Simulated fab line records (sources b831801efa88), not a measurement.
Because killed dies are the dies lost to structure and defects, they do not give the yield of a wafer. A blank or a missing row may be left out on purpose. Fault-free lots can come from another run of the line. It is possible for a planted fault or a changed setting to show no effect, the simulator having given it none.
The tool behind it: which one? -- flow sfq line -- 7 lots with 21 wafers sampled at 4 steps, on a route of 325 steps

## WHAT THE GAUGES READ, wafer by wafer
SFQ_I5_OVL_MEAS_936.
lot,measured,on,I5_OVL (nm)
L533,day 65 22:36,overlay-01,6 2 2
L535,day 66 09:24,overlay-01,-6 0 1
L537,day 71 00:05,overlay-01,-5 -7 -6
L541,day 72 03:49,overlay-02,16 7 15
L544,day 76 23:20,overlay-01,-3 -5 -5
L547,day 77 12:32,overlay-02,- - -
L554,day 82 17:43,overlay-01,6 3 5

## TOOL THAT RAN EACH LOT (tool first, then ch and the chambers of the sampled wafers, then the start)
lot,SFQ_TRILAYER_L0_STRIP_STRIP_009,SFQ_TRILAYER_I2_VIA_BARC_OPEN_VIA_ETCH_096,SFQ_TRILAYER_M3_LITHO_PEB_078
L533,"rie metal-04 ch 0,1, day 4 18:06","rie diel-02 ch 0,3, day 42 22:25","litho track-04 ch 0, day 43 22:52"
L535,"rie metal-02 ch 0,1, day 5 11:46","rie diel-03 ch 0,2, day 43 23:45","litho track-02 ch 0, day 44 03:08"
L537,"rie metal-02 ch 0,1, day 5 21:22","rie diel-01 ch 0,2,3, day 44 18:57","litho track-02 ch 0, day 44 23:40"
L541,"rie metal-04 ch 0,1, day 6 16:46","rie diel-03 ch 0,1, day 46 04:38","litho track-03 ch 0, day 51 12:08"
L544,"rie metal-02 ch 0,1, day 7 07:10","rie diel-03 ch 0,1,2, day 46 08:14","litho track-04 ch 0, day 51 18:08"
L547,"rie metal-04 ch 0, day 8 05:33","rie diel-03 ch 0,2, day 46 14:14","litho track-03, day 52 02:32"
L554,"rie metal-04 ch 0,1, day 9 18:13","rie diel-01 ch 0,1,3, day 47 08:27","litho track-03 ch 0, day 52 19:19"
- SFQ_TRILAYER_L0_STRIP_STRIP_009: strips in O2.
- SFQ_TRILAYER_I2_VIA_BARC_OPEN_VIA_ETCH_096: etches BARC in O2, target depth 125 nm, time 41.7 s.
- SFQ_TRILAYER_M3_LITHO_PEB_078: peb time 60 s.

## THE ANSWER, worked out from the rows above alone
Rule: the usual values come from the lots themselves. The widest of any qualifying gaps counts: lots, ordered by their means at a reading, are off when they make up no more than a third of the lots, leave a main group of 4 or more, and stand apart from it by 3 or more times the standard deviation of that group's means. The tables above print the reading to a certain number of digits; a main group whose means all agree to those digits is not used. A lot without any number at a reading at which 4 lots or more have one is off too. Any other lot the step has rows for is counted as sound.
Off: L547, at SFQ_I5_OVL_MEAS_936 (I5_OVL). Without a number there: L547. The main group has a mean of 1 nm with a standard deviation of 6.3.
A tool fits if, at a process step before that reading, it ran every lot that is off, and no sound lot after the first of them. The gauges at SFQ_I5_OVL_MEAS_936 are tried like those tools. 2 tools fit, rie diel-03 at SFQ_TRILAYER_I2_VIA_BARC_OPEN_VIA_ETCH_096 and overlay-02 at SFQ_I5_OVL_MEAS_936, so this cannot tell which one it is.

## WHAT HAD BEEN PUT IN BY THE SIMULATOR
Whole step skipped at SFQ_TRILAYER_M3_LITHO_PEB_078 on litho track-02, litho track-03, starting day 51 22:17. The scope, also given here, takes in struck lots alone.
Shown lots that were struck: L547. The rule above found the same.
